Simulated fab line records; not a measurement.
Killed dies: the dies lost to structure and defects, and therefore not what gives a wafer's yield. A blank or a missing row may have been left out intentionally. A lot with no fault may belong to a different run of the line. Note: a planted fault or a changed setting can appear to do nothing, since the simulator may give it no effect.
8D (eight disciplines) problem report, filled in by code || flow gf180mcu || the parts of the form that need people (team, actions taken, sign-off) are left out

1. WHAT IS WRONG
Wafers without a fault read 131.2 s, standard deviation 0.38; run length s at GF_STI_ETCH_14 reads a mean of 122.2 s on 3 wafers belonging to 2 lots. That puts it -24 standard deviations away from the usual mean.
The step: etches Si in HBr/Cl2/O2, target depth 360 nm, time 102.9 s.
First seen on wafer L788.3, day 4 10:14, on rie si-02. Wafers with a number at this step in the record: 16, from 6 lots. The rule behind "out" and "out of limits": a value lying over 4 standard deviations away from the usual mean. Any other wafer with a number is counted as sound.

2. WHAT IT IS AND WHAT IT IS NOT
{"question": "which readings at this step", "is": "run length s", "is not": "drypump motor current A, throttle valve pct"}
{"question": "which lots", "is": "L788, L793", "is not": "L780, L781, L794, L797"}
{"question": "which wafers of those lots", "is": "L788.3, L793.2, L793.3", "is not": "L788.5"}
{"question": "read on which tools", "is": "rie si-02", "is not": "rie si-01"}
{"question": "when", "is": "from day 4 10:14", "is not": "up to then (7 sound wafers); but 6 sound wafers of L794, L797 came after"}

3. SUSPECTS, AND WHAT RULES EACH OUT
Counting: any tool at a process step up to the reading remains a suspect provided it ran every lot that is out. Sound lots after the first of them don't rule it out here, since some wafers of a struck lot are sound.
- rie si-02 at GF_STI_ETCH_14 (etches Si in HBr/Cl2/O2, target depth 360 nm, time 102.9 s): kept. It ran every lot that is out, first L788 (day 4 10:14); its last sound lot up to then is L781 (day 2 23:07). Out on those wafers are its own readings of run length s.
- Within rie si-02 at GF_STI_ETCH_14: the wafers that are out ran in chambers 0, 3; their sound lot-mates ran in chamber 1.
Remaining after the count: rie si-02 at GF_STI_ETCH_14.

4. THE CAUSE (what the simulator had put in)
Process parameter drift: rie si-02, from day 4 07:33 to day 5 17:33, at GF_STI_ETCH_14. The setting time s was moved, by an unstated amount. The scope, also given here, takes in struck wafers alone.
This tool alone remained once counting was done.

5. THE EFFECT CHAIN, in route order
One row per reading whose mean, taken over the struck wafers that have a number, lies over 3 standard deviations from the usual. Only readings whose record carries a usual standard deviation are examined. hours: median over the lots of the time between each lot's start at the first step of this table that gives one and its start at this step. sigmas: the change, counted in usual standard deviations.
{"hours": 0, "step": "GF_STI_ETCH_14", "reading": "run length s", "usual": "131.2 s", "on struck wafers": 122.2, "change": -9.0, "sigmas": -24}
It contains these process steps:
- GF_STI_ETCH_14: etches Si in HBr/Cl2/O2, target depth 360 nm, time 102.9 s.
Readings that are blank on the struck wafers while sound wafers have them: rf fwd power W at GF_STI_ETCH_14.

6. HOW IT WOULD HAVE BEEN CAUGHT EARLIER
The fault began at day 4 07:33; the first out-of-limits reading in this record came at day 4 10:14, 3 hours later.
